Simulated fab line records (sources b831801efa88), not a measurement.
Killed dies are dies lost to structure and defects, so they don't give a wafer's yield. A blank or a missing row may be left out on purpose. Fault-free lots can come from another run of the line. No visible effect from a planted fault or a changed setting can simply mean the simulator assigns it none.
Split-lot experiment || flow sky130 || route with 708 steps; 5 lots, 23 wafers read

== ON THE SPLIT ==
At SKY_CONTACT_SPUTTER_23 (material TiN, target thk 20 nm, time 80 s), the setting timeS was moved away from the recipe's 80 s on 6 of the 23 wafers read, by -14.8% to +3.8%. For the rest of the wafers, this setting stayed at what the recipe calls for.

Reading taken at the split's own step.

== THE READING ==
TiN_of_CONTACT_SPUTTER_23.thkNm (the simulator's own value, which no gauge read), in nm, at SKY_CONTACT_SPUTTER_23 (material TiN, target thk 20 nm, time 80 s). There is no usual value for it anywhere in the file. Here, 17 wafers ran the recipe; their average is 19.86 nm with a standard deviation of 0.19 nm.

{"wafer": "L074.2", "tool, chamber at the split": "pvdSputter-03, -", "timeS as run, s": 80, "against the recipe": "recipe", "TiN_of_CONTACT_SPUTTER_23.thkNm, nm": 19.84, "against lot-mates on the recipe": "-"}
{"wafer": "L074.3", "tool, chamber at the split": "pvdSputter-03, -", "timeS as run, s": 68.19, "against the recipe": "-14.8%", "TiN_of_CONTACT_SPUTTER_23.thkNm, nm": 17.06, "against lot-mates on the recipe": -2.82}
{"wafer": "L074.4", "tool, chamber at the split": "pvdSputter-03, -", "timeS as run, s": 68.19, "against the recipe": "-14.8%", "TiN_of_CONTACT_SPUTTER_23.thkNm, nm": 17.33, "against lot-mates on the recipe": -2.55}
{"wafer": "L074.5", "tool, chamber at the split": "pvdSputter-03, -", "timeS as run, s": 80, "against the recipe": "recipe", "TiN_of_CONTACT_SPUTTER_23.thkNm, nm": 19.94, "against lot-mates on the recipe": "-"}
{"wafer": "L074.6", "tool, chamber at the split": "pvdSputter-03, -", "timeS as run, s": 80, "against the recipe": "recipe", "TiN_of_CONTACT_SPUTTER_23.thkNm, nm": 19.85, "against lot-mates on the recipe": "-"}
{"wafer": "L078.1", "tool, chamber at the split": "pvdSputter-04, -", "timeS as run, s": 80, "against the recipe": "recipe", "TiN_of_CONTACT_SPUTTER_23.thkNm, nm": 19.59, "against lot-mates on the recipe": "-"}
{"wafer": "L078.4", "tool, chamber at the split": "pvdSputter-04, -", "timeS as run, s": 80, "against the recipe": "recipe", "TiN_of_CONTACT_SPUTTER_23.thkNm, nm": 19.59, "against lot-mates on the recipe": "-"}
{"wafer": "L078.3", "tool, chamber at the split": "pvdSputter-04, -", "timeS as run, s": 80, "against the recipe": "recipe", "TiN_of_CONTACT_SPUTTER_23.thkNm, nm": 19.93, "against lot-mates on the recipe": "-"}
{"wafer": "L080.1", "tool, chamber at the split": "pvdSputter-03, -", "timeS as run, s": 80, "against the recipe": "recipe", "TiN_of_CONTACT_SPUTTER_23.thkNm, nm": 19.66, "against lot-mates on the recipe": "-"}
{"wafer": "L080.3", "tool, chamber at the split": "pvdSputter-03, -", "timeS as run, s": 83.02, "against the recipe": "+3.8%", "TiN_of_CONTACT_SPUTTER_23.thkNm, nm": 20.47, "against lot-mates on the recipe": "+0.80"}
{"wafer": "L080.4", "tool, chamber at the split": "pvdSputter-03, -", "timeS as run, s": 83.02, "against the recipe": "+3.8%", "TiN_of_CONTACT_SPUTTER_23.thkNm, nm": 20.39, "against lot-mates on the recipe": "+0.72"}
{"wafer": "L080.5", "tool, chamber at the split": "pvdSputter-03, -", "timeS as run, s": 80, "against the recipe": "recipe", "TiN_of_CONTACT_SPUTTER_23.thkNm, nm": 19.55, "against lot-mates on the recipe": "-"}
{"wafer": "L080.6", "tool, chamber at the split": "pvdSputter-03, -", "timeS as run, s": 80, "against the recipe": "recipe", "TiN_of_CONTACT_SPUTTER_23.thkNm, nm": 19.79, "against lot-mates on the recipe": "-"}
{"wafer": "L083.1", "tool, chamber at the split": "pvdSputter-02, -", "timeS as run, s": 80, "against the recipe": "recipe", "TiN_of_CONTACT_SPUTTER_23.thkNm, nm": 19.88, "against lot-mates on the recipe": "-"}
{"wafer": "L083.2", "tool, chamber at the split": "pvdSputter-02, -", "timeS as run, s": 80, "against the recipe": "recipe", "TiN_of_CONTACT_SPUTTER_23.thkNm, nm": 20.12, "against lot-mates on the recipe": "-"}
{"wafer": "L083.3", "tool, chamber at the split": "pvdSputter-02, -", "timeS as run, s": 80, "against the recipe": "recipe", "TiN_of_CONTACT_SPUTTER_23.thkNm, nm": 19.83, "against lot-mates on the recipe": "-"}
{"wafer": "L083.4", "tool, chamber at the split": "pvdSputter-02, -", "timeS as run, s": 80, "against the recipe": "recipe", "TiN_of_CONTACT_SPUTTER_23.thkNm, nm": 20.17, "against lot-mates on the recipe": "-"}
{"wafer": "L083.6", "tool, chamber at the split": "pvdSputter-02, -", "timeS as run, s": 80, "against the recipe": "recipe", "TiN_of_CONTACT_SPUTTER_23.thkNm, nm": 20.17, "against lot-mates on the recipe": "-"}
{"wafer": "L082.1", "tool, chamber at the split": "pvdSputter-04, -", "timeS as run, s": 70.69, "against the recipe": "-11.6%", "TiN_of_CONTACT_SPUTTER_23.thkNm, nm": 17.34, "against lot-mates on the recipe": -2.56}
{"wafer": "L082.2", "tool, chamber at the split": "pvdSputter-04, -", "timeS as run, s": 80, "against the recipe": "recipe", "TiN_of_CONTACT_SPUTTER_23.thkNm, nm": 19.97, "against lot-mates on the recipe": "-"}
{"wafer": "L082.3", "tool, chamber at the split": "pvdSputter-04, -", "timeS as run, s": 80, "against the recipe": "recipe", "TiN_of_CONTACT_SPUTTER_23.thkNm, nm": 19.74, "against lot-mates on the recipe": "-"}
{"wafer": "L082.4", "tool, chamber at the split": "pvdSputter-04, -", "timeS as run, s": 80, "against the recipe": "recipe", "TiN_of_CONTACT_SPUTTER_23.thkNm, nm": 20, "against lot-mates on the recipe": "-"}
{"wafer": "L082.6", "tool, chamber at the split": "pvdSputter-04, -", "timeS as run, s": 70.69, "against the recipe": "-11.6%", "TiN_of_CONTACT_SPUTTER_23.thkNm, nm": 17.27, "against lot-mates on the recipe": -2.63}

THE FIT
A straight line over all 23 wafers: TiN_of_CONTACT_SPUTTER_23.thkNm changes by +0.192 nm for each +1% of timeS; r = +0.98; the points scatter about the line by 0.21 nm.
The same after taking each lot's own level away (the mean of its wafers on the recipe; 23 wafers): +0.198 nm for each +1%; r = +0.99; scatter 0.17 nm.
According to that fit, moving timeS by its largest amount changes the reading by 2.9 nm.
From 19.667 to 20.034 nm: that is the span of the lots' own levels, equal to 1.9 times the standard deviation above.
So the lot-to-lot level changes the slope little: the two slopes agree.
Check: for one of the wafers moved furthest among these (-14.8%), held out of the fit, the line's prediction against its lot-mates is -2.96 nm. It came out at -2.82 nm against them.

== THE OTHER SPLITS THESE WAFERS WENT THROUGH ==
Note: prior to the reading, these wafers also went through further splits. Each is held against what the fit with the lots' levels taken away leaves over:
{"other split on the same wafers": "SKY_SD_N_COAT_02 resistThkNm", "wafers away from the commonest value": 7, "r with TiN_of_CONTACT_SPUTTER_23.thkNm (lot level and that fit taken away)": "+0.13"}
{"other split on the same wafers": "SKY_SD_N_STRIP_11 powerW", "wafers away from the commonest value": 9, "r with TiN_of_CONTACT_SPUTTER_23.thkNm (lot level and that fit taken away)": -0.21}
{"other split on the same wafers": "SKY_LI_CONTACT_CVD_21 tempC", "wafers away from the commonest value": 8, "r with TiN_of_CONTACT_SPUTTER_23.thkNm (lot level and that fit taken away)": "+0.11"}
{"other split on the same wafers": "SKY_LOCAL_INTERCONNECT_COAT_06 spinRpm", "wafers away from the commonest value": 6, "r with TiN_of_CONTACT_SPUTTER_23.thkNm (lot level and that fit taken away)": -0.23}
{"other split on the same wafers": "SKY_LOCAL_INTERCONNECT_ETCH_13 pressureMtorr", "wafers away from the commonest value": 15, "r with TiN_of_CONTACT_SPUTTER_23.thkNm (lot level and that fit taken away)": "+0.42"}

== THE FILE'S OWN FIT ==
TiN_of_CONTACT_SPUTTER_23.thkNm changes by +0.198 nm for each +1% of timeS, r = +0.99.
